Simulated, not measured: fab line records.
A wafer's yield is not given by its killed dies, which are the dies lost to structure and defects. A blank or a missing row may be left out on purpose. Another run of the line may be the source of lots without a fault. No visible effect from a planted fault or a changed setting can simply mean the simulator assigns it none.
fab line records | flow gf180mcu | part 1 of 2: steps 1 to 29 of 38
[record] lots = 5 wafers = 15 last_day = 32
route steps=602 shown M1@331 V1@335 M2@362
lots with no fault: from the same line, run without faults
start_h: the number of hours between the record's first day and the start of the first shown wafer of the lot | wait_h: hours from the lot's prior step to this one | " identical to the entry in the row above | L1.1+2: a single row standing in for several wafers | - no value present, or no start provided | * or withheld: withheld | < > ~ a bound
route shown NAME@n: NAME is a module with steps in the file, n the number in the route of the first one | usual: average and standard deviation across the fault-free wafers | same: alike in all rows | chamber/n: place in a boat | sites: readings site by site | _std_site: standard deviation of those values | _edge_site: the outer-site mean with the inner-site mean subtracted | radius_mm: how far each site lies from the wafer's centre | mask NAME#n: copy n | behind: tool/chamber where the wafer was last shaped | hold: why the lot was held/for how many hours/how that ended | device: transistor that didn't switch, given as n, p or np | end of line: the tests these same wafers got at the end of their route | where a step has no rows: the recipe by itself | killed: the dies lost at the first sort to structure and to defects; this is not the yield of the wafer | map: a wafer's dies, x killed, . not, _ none there
set.NAME: the setting as run; set.NAME@STEP: as run at that earlier step | model.NAME: the simulator's own value behind a step, which no gauge read
lots at some steps of the route; a table a step, a row a wafer
services: when a tool's chamber went out of use (start_h, in hours from the record's first day, below 0 if earlier), for how many hours, and the reason
[[steps]]
[step GF_M1_METAL_ETCH_16]
[recipe] chemistry = Cl2/BCl3 mask_material = KrF target_depth_nm = 750.8 stop_on = SiO2 pressure_mtorr = 8 icp_w = 800 bias_w = 140 Cl2_flow_sccm = 80 bcl3_flow_sccm = 40 time_s = 125.1
[usual] drypump_motor_current_A = 5.7/0.33 oes_product_au = 0.990/0.0083 throttle_valve_pct = 28.231/0.011
// columns lot.wafer tool chamber start_h wait_h drypump_motor_current_A oes_product_au rf_hours_counter_h throttle_valve_pct
L075.1 rie_metal-03 1 391.13 0.0 6.0 0.993 6 28.222
L075.4 " 0 " " 5.3 0.969 - 28.253
L075.5 " 1 " " 6.0 0.987 - 28.230
L076.2 rie_metal-01 1 405.54 0.0 5.5 0.997 2 28.216
L076.3 " 1 " " 5.5 1.004 - 28.224
L076.5 " 0 " " 6.0 0.994 - 28.231
L079.1 rie_metal-01 0 433.08 0.0 6.0 0.988 12 28.236
L079.2 " 1 " " 5.5 0.997 3 28.220
L079.3 " 1 " " 5.5 0.992 - 28.229
L081.1 rie_metal-04 1 448.48 0.0 6.1 0.991 7 28.238
L081.3 " 1 " " 6.1 0.989 - 28.238
L081.5 " 1 " " 6.1 0.995 - 28.234
L088.1 rie_metal-03 1 515.73 0.0 6.0 0.995 9 28.221
L088.3 " 1 " " 6.0 0.994 - 28.233
L088.6 " 0 " " 5.3 0.983 - 28.244
[step GF_M1_STRIP_17]
[recipe] chemistry = O2/N2 power_w = 1400 pressure_mtorr = 1500 platen_temp_c = 250 o2_flow_sccm = 3000 n2_flow_sccm = 300 overash_fraction = 0.5
[usual] drypump_motor_current_A = 5.9/0.56 heater_power_w = 352/27 oes_product_au = 0.538/0.0047 strip_time_to_endpoint_s = 7.39/0.062
// columns lot.wafer tool chamber start_h wait_h drypump_motor_current_A heater_power_w oes_product_au rf_hours_counter_h strip_time_to_endpoint_s
L075.1 plasma_asher-03 1 391.26 0.1 6.7 373 0.532 60 7.34
L075.4 " 0 " " 6.3 357 0.547 - 7.50
L075.5 " 0 " " 6.3 342 0.538 - 7.35
L076.2 plasma_asher-03 1 405.66 0.1 6.7 378 0.531 62 7.35
L076.3 " 0 " " 6.3 359 0.540 - 7.31
L076.5 " 1 " " 6.7 370 0.535 - 7.31
L079.1 plasma_asher-01 1 433.21 0.1 5.2 387 0.535 30 7.42
L079.2 " 0 " " 5.5 321 0.543 30 7.37
L079.3 " 1 " " 5.2 380 0.541 - 7.41
L081.1 plasma_asher-03 0 448.61 0.1 6.3 350 0.535 66 7.41
L081.3 " 1 " " 6.7 372 0.532 - 7.45
L081.5 " 1 " " 6.7 371 0.538 - 7.42
L088.1 plasma_asher-01 0 515.86 0.1 5.5 319 0.536 39 7.39
L088.3 " 1 " " 5.2 380 0.537 - 7.40
L088.6 " 1 " " 5.2 389 0.541 - 7.51
[step GF_M1_STRIP_18]
[recipe] chemistry = post_etch_residue_remover time_s = 1200 temp_c = 72.5
// columns lot.wafer tool chamber start_h wait_h
L075.1+4+5 wet_bench-04 1 391.36 0.1
L076.2+3+5 wet_bench-01 2 405.76 0.1
L079.1+2+3 wet_bench-01 3 433.31 0.1
L081.1+3+5 wet_bench-04 2 448.71 0.1
L088.1+3+6 wet_bench-03 2 515.96 0.1
[step GF_M1_CLEAN_19]
[recipe] chemistry = DIW dry = n2_spin
// columns lot.wafer tool chamber start_h wait_h
L075.1+4+5 wet_bench-01 1 391.74 0.0
L076.2+3+5 wet_bench-03 2 406.11 0.0
L079.1+2+3 wet_bench-03 3 433.65 0.0
L081.1+3+5 wet_bench-03 1 449.05 0.0
L088.1+3+6 wet_bench-04 0 516.65 0.0
[step GF_V1_CVD_00]
[recipe] material = SiO2 target_thk_nm = 600 sigma_open_frac = 0.3 temp_c = 400 time_s = 100 sih4_flow_sccm = 60 pressure_mtorr = 6
[usual] sih4_flow_sccm = 60.03/0.19
// columns lot.wafer tool chamber start_h wait_h sih4_flow_sccm
L075.1 hdpcvd-01 2 391.83 0.0 59.85
L075.4 " 2 " " 59.81
L075.5 " 0 " " 60.06
L076.2 hdpcvd-02 0 406.20 0.0 60.11
L076.3 " 0 " " 60.08
L076.5 " 0 " " 59.93
L079.1 hdpcvd-02 0 433.75 0.0 60.00
L079.2 " 2 " " 60.06
L079.3 " 1 " " 59.86
L081.1 hdpcvd-01 1 449.15 0.0 59.72
L081.3 " 2 " " 60.07
L081.5 " 0 " " 60.05
L088.1 hdpcvd-01 0 516.74 0.0 60.16
L088.3 " 2 " " 60.09
L088.6 " 2 " " 60.01
[step GF_V1_THK_MEAS_01]
[recipe] reads = SiO2_of_V1_CVD_00
[usual] V1_CVD_00_THK = 598/7.5
// columns lot.wafer tool chamber start_h wait_h V1_CVD_00_THK[nm]
L075.1 film_metro-02 - 391.90 0.0 614
L075.4 " - " " 615
L075.5 " - " " 600
L076.2 film_metro-03 - 406.32 0.1 596
L076.3 " - " " 599
L076.5 " - " " 594
L079.1 film_metro-03 - 433.82 0.0 594
L079.2 " - " " 595
L079.3 " - " " 601
L081.1 film_metro-01 - 449.22 0.0 604
L081.3 " - " " 611
L081.5 " - " " 597
L088.1 film_metro-01 - 516.85 0.1 589
L088.3 " - " " 601
L088.6 " - " " 606
[step GF_V1_CVD_02]
[recipe] material = SiO2 target_thk_nm = 850 precursor = TEOS temp_c = 400 time_s = 94.851 rf_w = 600
[usual] heater_power_w = 663/85
// columns lot.wafer tool chamber start_h wait_h heater_power_w
L075.1 pecvd-01 1 391.96 0.1 584
L075.4 " 2 " " 701
L075.5 " 0 " " 572
L076.2 pecvd-04 0 406.37 0.0 784
L076.3 " 1 " " 591
L076.5 " 0 " " 800
L079.1 pecvd-01 0 433.88 0.1 609
L079.2 " 2 " " 704
L079.3 " 1 " " 514
L081.1 pecvd-03 0 449.28 0.1 711
L081.3 " 1 " " 779
L081.5 " 1 " " 802
L088.1 pecvd-01 2 516.91 0.1 762
L088.3 " 0 " " 594
L088.6 " 2 " " 617
[step GF_V1_THK_MEAS_03]
[recipe] reads = SiO2_of_V1_CVD_02
[usual] V1_CVD_02_THK = 855/12
// columns lot.wafer tool chamber start_h wait_h V1_CVD_02_THK[nm]
L075.1 film_metro-01 - 392.03 0.0 842
L075.4 " - " " 858
L075.5 " - " " 853
L076.2 film_metro-03 - 406.45 0.0 865
L076.3 " - " " 843
L076.5 " - " " 883
L079.1 film_metro-03 - 433.95 0.0 847
L079.2 " - " " 855
L079.3 " - " " 844
L081.1 film_metro-03 - 449.35 0.0 844
L081.3 " - " " 854
L081.5 " - " " 874
L088.1 film_metro-02 - 516.98 0.0 838
L088.3 " - " " 840
L088.6 " - " " 850
[step GF_V1_CMP_04]
[recipe] material = SiO2 down_force_psi = 4 platen_rpm = 60 pad_velocity_m_s = 0.94248
[usual] edge_zone_pressure_frac = 1.001/0.005 motor_current_A = 12.2/0.8 time_to_endpoint_s = 85/6
// columns lot.wafer tool chamber start_h wait_h edge_zone_pressure_frac motor_current_A time_to_endpoint_s
L075.4 cmp-02 3 392.17 0.1 0.992 12.4 87
L075.1 " 1 " " 0.999 13.0 81
L075.5 " 2 " " 0.997 11.0 85
L076.2 cmp-01 1 406.56 0.1 1.006 11.1 90
L076.3 " 3 " " 1.000 13.2 81
L076.5 " 2 " " 0.993 12.0 104
L079.1 cmp-02 1 434.01 0.1 1.004 12.6 79
L079.2 " 3 " " 1.015 11.8 82
L079.3 " 0 " " 1.008 13.3 82
L081.3 cmp-02 2 449.41 0.0 0.995 10.9 85
L081.1 " 0 " " 1.001 13.5 80
L081.5 " 2 " " 0.999 11.1 91
L088.1 cmp-01 2 517.08 0.1 0.998 11.8 81
L088.3 " 3 " " 1.006 13.0 73
L088.6 " 2 " " 0.998 12.1 87
[step GF_V1_BOW_MEAS_05]
[recipe] mode = bow
[usual] V1_BOW = 83/8.4
// columns lot.wafer tool chamber start_h wait_h V1_BOW[um]
L075.1 film_metro-03 - 392.42 0.1 87
L075.4 " - " " 90
L075.5 " - " " 86
L076.2 film_metro-02 - 406.88 0.3 91
L076.3 " - " " 86
L076.5 " - " " 92
L079.1 film_metro-01 - 434.31 0.2 81
L079.2 " - " " 90
L079.3 " - " " 70
L081.1 film_metro-01 - 449.71 0.1 88
L081.3 " - " " 91
L081.5 " - " " 88
L088.1 film_metro-01 - 517.38 0.2 84
L088.3 " - " " 99
L088.6 " - " " 89
[step GF_V1_DEHYDRATE_06]
[recipe] temp_c = 200 time_s = 60
// columns lot.wafer tool chamber start_h wait_h
L075.1+4+5 litho_track-01 0 403.98 11.5
L076.2+3+5 litho_track-02 0 417.79 10.9
L079.1+2+3 litho_track-01 0 445.63 11.3
L081.1+3+5 litho_track-02 0 461.27 11.5
L088.1+3+6 litho_track-01 0 527.23 9.8
[step GF_V1_HMDS_07]
[recipe] prime_time_s = 60 prime_temp_c = 120
// columns lot.wafer tool chamber start_h wait_h
L075.1+4+5 litho_track-01 0 404.13 0.1
L076.2+3+5 litho_track-02 0 417.94 0.1
L079.1+2+3 litho_track-01 0 445.78 0.1
L081.1+3+5 litho_track-02 0 461.42 0.1
L088.1+3+6 litho_track-01 0 527.38 0.1
[step GF_V1_COAT_08]
[recipe] resist = BARC temp_c = withheld time_s = withheld spin_rpm = withheld resist_thk_nm = withheld
// columns lot.wafer tool chamber start_h wait_h
L075.1+4+5 litho_track-01 0 404.28 0.1
L076.2+3+5 litho_track-02 0 418.09 0.1
L079.1+2+3 litho_track-01 0 445.93 0.1
L081.1+3+5 litho_track-02 0 461.57 0.1
L088.1+3+6 litho_track-01 0 527.53 0.1
[step GF_V1_COAT_09]
[recipe] resist = KrF spin_rpm = withheld resist_thk_nm = 1000
// columns lot.wafer tool chamber start_h wait_h
L075.1+4+5 litho_track-01 0 - -
L076.2+3+5 litho_track-02 0 - -
L079.1+2+3 litho_track-01 0 - -
L081.1+3+5 litho_track-02 0 - -
L088.1+3+6 litho_track-01 0 - -
[step GF_V1_SOFTBAKE_10]
[recipe] temp_c = 130 time_s = 60 resist = KrF
// columns lot.wafer tool chamber start_h wait_h
L075.1+4+5 litho_track-01 0 - -
L076.2+3+5 litho_track-02 0 - -
L079.1+2+3 litho_track-01 0 - -
L081.1+3+5 litho_track-02 0 - -
L088.1+3+6 litho_track-01 0 - -
[step GF_V1_EXPOSE_11]
[recipe] mask_id = Via1 target_cd_nm = 260 na = 0.68 source_shape = conventional sigma_outer = 0.6 dose_mj = 38
[usual] exposure_dose_mJ_cm2 = 37.96/0.035
// columns lot.wafer tool chamber start_h wait_h mask exposure_dose_mJ_cm2
L075.1 krf_scanner-01 0 - - Via1#0 37.97
L075.4 " 0 " " Via1#0 37.94
L075.5 " 0 " " Via1#0 37.94
L076.2 krf_scanner-02 0 - - Via1#0 37.97
L076.3 " 0 " " Via1#0 37.98
L076.5 " 0 " " Via1#0 37.96
L079.1 krf_scanner-02 0 - - Via1#0 38.00
L079.2 " 0 " " Via1#0 38.01
L079.3 " 0 " " Via1#0 38.02
L081.1 krf_scanner-02 0 - - Via1#0 37.99
L081.3 " 0 " " Via1#0 37.99
L081.5 " 0 " " Via1#0 37.95
L088.1 krf_scanner-02 0 - - Via1#0 37.99
L088.3 " 0 " " Via1#0 37.96
L088.6 " 0 " " Via1#0 37.96
[step GF_V1_PEB_12]
[recipe] peb_temp_c = 135 peb_time_s = 90 resist = KrF
// columns lot.wafer tool chamber start_h wait_h
L075.1+4+5 litho_track-02 0 - -
L076.2+3+5 litho_track-01 0 - -
L079.1+2+3 litho_track-03 0 - -
L081.1+3+5 litho_track-02 0 - -
L088.1+3+6 litho_track-02 0 - -
[step GF_V1_DEVELOP_13]
[recipe] develop_time_s = 60 resist = KrF dev_temp_c = 21
// columns lot.wafer tool chamber start_h wait_h
L075.1+4+5 litho_track-02 0 415.77 0.2
L076.2+3+5 litho_track-01 0 430.80 0.2
L079.1+2+3 litho_track-03 0 458.37 0.2
L081.1+3+5 litho_track-02 0 473.42 0.2
L088.1+3+6 litho_track-02 0 539.51 0.2
[step GF_V1_CD_MEAS_14]
[recipe] target_cd_nm = 260
[usual] cd_nm = 259.8/1.4
// columns lot.wafer tool chamber start_h wait_h cd_nm
L075.1 cd_sem-02 - 415.92 0.1 258.7
L075.4 " - " " 257.8
L075.5 " - " " 258.2
L076.2 cd_sem-02 - 430.95 0.1 261.3
L076.3 " - " " 262.3
L076.5 " - " " 261.9
L079.1 cd_sem-02 - 458.52 0.1 261.1
L079.2 " - " " 258.4
L079.3 " - " " 260.2
L081.1 cd_sem-02 - 473.57 0.1 258.1
L081.3 " - " " 259.8
L081.5 " - " " 260.4
L088.1 cd_sem-01 - 539.66 0.1 260.8
L088.3 " - " " 261.4
L088.6 " - " " 260.0
[step GF_V1_OVL_MEAS_15]
[usual] V1_OVL = 2/5.3
// columns lot.wafer tool chamber start_h wait_h V1_OVL[nm]
L075.1 overlay-02 - 416.04 0.1 6
L075.4 " - " " 7
L075.5 " - " " 7
L076.2 overlay-01 - 431.05 0.1 -7
L076.3 " - " " -5
L076.5 " - " " -10
L079.1 overlay-02 - 458.64 0.1 -9
L079.2 " - " " 2
L079.3 " - " " 0
L081.1 overlay-01 - 473.69 0.1 2
L081.3 " - " " 2
L081.5 " - " " 0
L088.1 overlay-02 - 539.78 0.1 -2
L088.3 " - " " -3
L088.6 " - " " 0
[step GF_V1_ETCH_16]
[recipe] chemistry = N2/H2 target_depth_a = withheld overetch_a = withheld time_s = withheld target = BARC ion_energy_ev = 200 source_w = 500 bias_w = 100 pressure_mtorr = 30 n2_flow_sccm = 100 h2_flow_sccm = 200
[usual] drypump_motor_current_A = 5.88/0.28 oes_product_au = 0.855/0.0049 throttle_valve_pct = 13.225/0.0093
// columns lot.wafer tool chamber start_h wait_h drypump_motor_current_A oes_product_au throttle_valve_pct
L075.1 rie_diel-01 1 416.07 0.0 5.84 0.850 13.230
L075.4 " 2 " " 6.12 0.843 13.216
L075.5 " 0 " " 5.85 0.853 13.223
L076.2 rie_diel-01 3 431.08 0.0 6.20 0.854 13.224
L076.3 " 2 " " 6.11 0.850 13.234
L076.5 " 2 " " 6.11 0.856 13.230
L079.1 rie_diel-04 0 458.67 0.0 6.01 0.854 13.236
L079.2 " 3 " " 5.41 0.857 13.224
L079.3 " 1 " " 5.76 0.849 13.201
L081.1 rie_diel-04 0 473.72 0.0 6.03 0.861 13.247
L081.3 " 3 " " 5.43 0.856 13.230
L081.5 " 2 " " 5.39 0.848 13.217
L088.1 rie_diel-04 3 539.82 0.0 5.41 0.855 13.209
L088.3 " 0 " " 6.03 0.855 13.226
L088.6 " 2 " " 5.38 0.853 13.236
[step GF_V1_ETCH_17]
[recipe] chemistry = C4F8/O2/Ar mask_material = KrF target = SiO2 stop_on = TiN source_w = 1500 bias_w = 1200 pressure_mtorr = 40 c4f8_flow_sccm = withheld O2_flow_sccm = 6 Ar_flow_sccm = 300 time_s = withheld target_depth_a = 6300
[usual] oes_product_au = 0.856/0.0045
// columns lot.wafer tool chamber start_h wait_h oes_product_au
L075.1 rie_diel-01 1 - - 0.856
L075.4 " 2 " " 0.853
L075.5 " 0 " " 0.858
L076.2 rie_diel-01 3 - - 0.853
L076.3 " 2 " " 0.852
L076.5 " 2 " " 0.857
L079.1 rie_diel-04 0 - - 0.854
L079.2 " 3 " " 0.849
L079.3 " 1 " " 0.862
L081.1 rie_diel-04 0 - - 0.860
L081.3 " 3 " " 0.858
L081.5 " 2 " " 0.860
L088.1 rie_diel-04 3 - - 0.845
L088.3 " 0 " " 0.856
L088.6 " 2 " " 0.861
[step GF_V1_STRIP_18]
[recipe] chemistry = O2/N2 power_w = 1400 pressure_mtorr = 1500 platen_temp_c = 250 o2_flow_sccm = 3000 n2_flow_sccm = 300 overash_fraction = 0.5
[usual] drypump_motor_current_A = 5.8/0.49 heater_power_w = 356/32 oes_product_au = 0.593/0.0048
// columns lot.wafer tool chamber start_h wait_h drypump_motor_current_A heater_power_w oes_product_au rf_hours_counter_h
L075.1 plasma_asher-01 0 416.20 - 5.5 318 0.585 28
L075.4 " 1 " " 5.2 364 0.588 -
L075.5 " 0 " " 5.5 329 0.589 -
L076.2 plasma_asher-02 0 431.21 - 5.6 328 0.602 0
L076.3 " 1 " " 5.6 413 0.597 -
L076.5 " 1 " " 5.5 399 0.598 -
L079.1 plasma_asher-02 1 458.80 - 5.5 395 0.595 3
L079.2 " 0 " " 5.7 309 0.590 3
L079.3 " 1 " " 5.5 398 0.600 -
L081.1 plasma_asher-01 1 473.85 - 5.2 380 0.599 35
L081.3 " 0 " " 5.5 324 0.594 -
L081.5 " 1 " " 5.2 375 0.588 -
L088.1 plasma_asher-01 1 539.95 - 5.3 376 0.586 42
L088.3 " 0 " " 5.6 325 0.593 -
L088.6 " 0 " " 5.5 317 0.597 -
[step GF_V1_STRIP_19]
[recipe] chemistry = post_etch_residue_remover time_s = 1200 temp_c = 72.5
// columns lot.wafer tool chamber start_h wait_h
L075.1+4+5 wet_bench-04 1 416.30 0.1
L076.2+3+5 wet_bench-04 3 431.31 0.1
L079.1+2+3 wet_bench-02 3 458.90 0.1
L081.1+3+5 wet_bench-02 2 473.95 0.1
L088.1+3+6 wet_bench-04 1 540.05 0.1
[step GF_V1_CLEAN_20]
[recipe] chemistry = DIW dry = n2_spin
// columns lot.wafer tool chamber start_h wait_h
L075.1+4+5 wet_bench-01 3 416.64 0.0
L076.2+3+5 wet_bench-02 0 431.66 0.0
L079.1+2+3 wet_bench-04 0 459.65 0.0
L081.1+3+5 wet_bench-04 0 474.29 0.0
L088.1+3+6 wet_bench-01 0 540.42 0.0
[step GF_V1_SPUTTER_21]
[recipe] material = Ti target_thk_nm = 15 chamber_pressure_pa = 5 power_w = 2500 substrate_temp_c = 200 time_s = 80.02
[usual] throttle_valve_pct = 30.5/1.1
// columns lot.wafer tool chamber start_h wait_h throttle_valve_pct
L075.1 pvd_sputter-04 - 416.74 0.0 29.8
L075.4 " - " " 29.7
L075.5 " - " " 31.0
L076.2 pvd_sputter-01 - 431.75 0.0 28.5
L076.3 " - " " 31.2
L076.5 " - " " 30.2
L079.1 pvd_sputter-01 - 459.74 0.0 30.9
L079.2 " - " " 28.2
L079.3 " - " " 30.3
L081.1 pvd_sputter-03 - 474.38 0.0 29.4
L081.3 " - " " 32.2
L081.5 " - " " 29.5
L088.1 pvd_sputter-04 - 540.51 0.0 29.5
L088.3 " - " " 29.3
L088.6 " - " " 29.5
[step GF_V1_SPUTTER_22]
[recipe] material = TiN target_thk_nm = 10 chamber_pressure_pa = 5 power_w = 4000 time_s = 40
[usual] throttle_valve_pct = 30.5/1.1
// columns lot.wafer tool chamber start_h wait_h throttle_valve_pct
L075.1 pvd_sputter-04 - 416.80 0.0 29.9
L075.4 " - " " 29.5
L075.5 " - " " 31.0
L076.2 pvd_sputter-01 - 431.81 0.0 28.6
L076.3 " - " " 31.4
L076.5 " - " " 30.7
L079.1 pvd_sputter-01 - 459.80 0.0 30.2
L079.2 " - " " 28.7
L079.3 " - " " 30.3
L081.1 pvd_sputter-03 - 474.45 0.0 29.6
L081.3 " - " " 31.9
L081.5 " - " " 29.8
L088.1 pvd_sputter-04 - 540.58 0.0 29.5
L088.3 " - " " 29.6
L088.6 " - " " 29.9
[step GF_V1_CVD_23]
[recipe] material = W target_thk_nm = 350 time_s = 105.05 temp_c = 400 pressure_torr = 40
[usual] chamber_pressure_Torr = 39.98/0.078 heater_power_w = 919/62
// columns lot.wafer tool chamber start_h wait_h chamber_pressure_Torr heater_power_w
L075.1 cvd_w-01 0 416.84 0.0 39.86 977
L075.4 " 1 " " 40.03 798
L075.5 " 1 " " 39.97 798
L076.2 cvd_w-02 0 431.85 0.0 40.03 954
L076.3 " 0 " " 39.87 974
L076.5 " 1 " " 39.95 914
L079.1 cvd_w-02 0 459.84 0.0 39.95 950
L079.2 " 1 " " 39.97 912
L079.3 " 0 " " 39.97 971
L081.1 cvd_w-02 1 474.48 0.0 39.92 902
L081.3 " 1 " " 40.01 915
L081.5 " 1 " " 40.03 915
L088.1 cvd_w-01 0 540.61 0.0 40.05 976
L088.3 " 1 " " 40.04 857
L088.6 " 1 " " 39.99 828
[step GF_V1_RS_MEAS_24]
[recipe] thk_meas_gauge = four-point-probe reads = W_of_V1_CVD_23+TiN_of_V1_SPUTTER_22+Ti_of_V1_SPUTTER_21
[usual] V1_W_RS = 0.331/0.005
// columns lot.wafer tool chamber start_h wait_h V1_W_RS[ohm/sq]
L075.1 film_metro-02 - 416.96 0.1 0.330
L075.4 " - " " 0.336
L075.5 " - " " 0.336
L076.2 film_metro-01 - 431.98 0.1 0.341
L076.3 " - " " 0.342
L076.5 " - " " 0.331
L079.1 film_metro-03 - 459.95 0.1 0.337
L079.2 " - " " 0.322
L079.3 " - " " 0.340
L081.1 film_metro-01 - 474.60 0.1 0.327
L081.3 " - " " 0.329
L081.5 " - " " 0.322
L088.1 film_metro-02 - 540.73 0.1 0.324
L088.3 " - " " 0.329
L088.6 " - " " 0.328
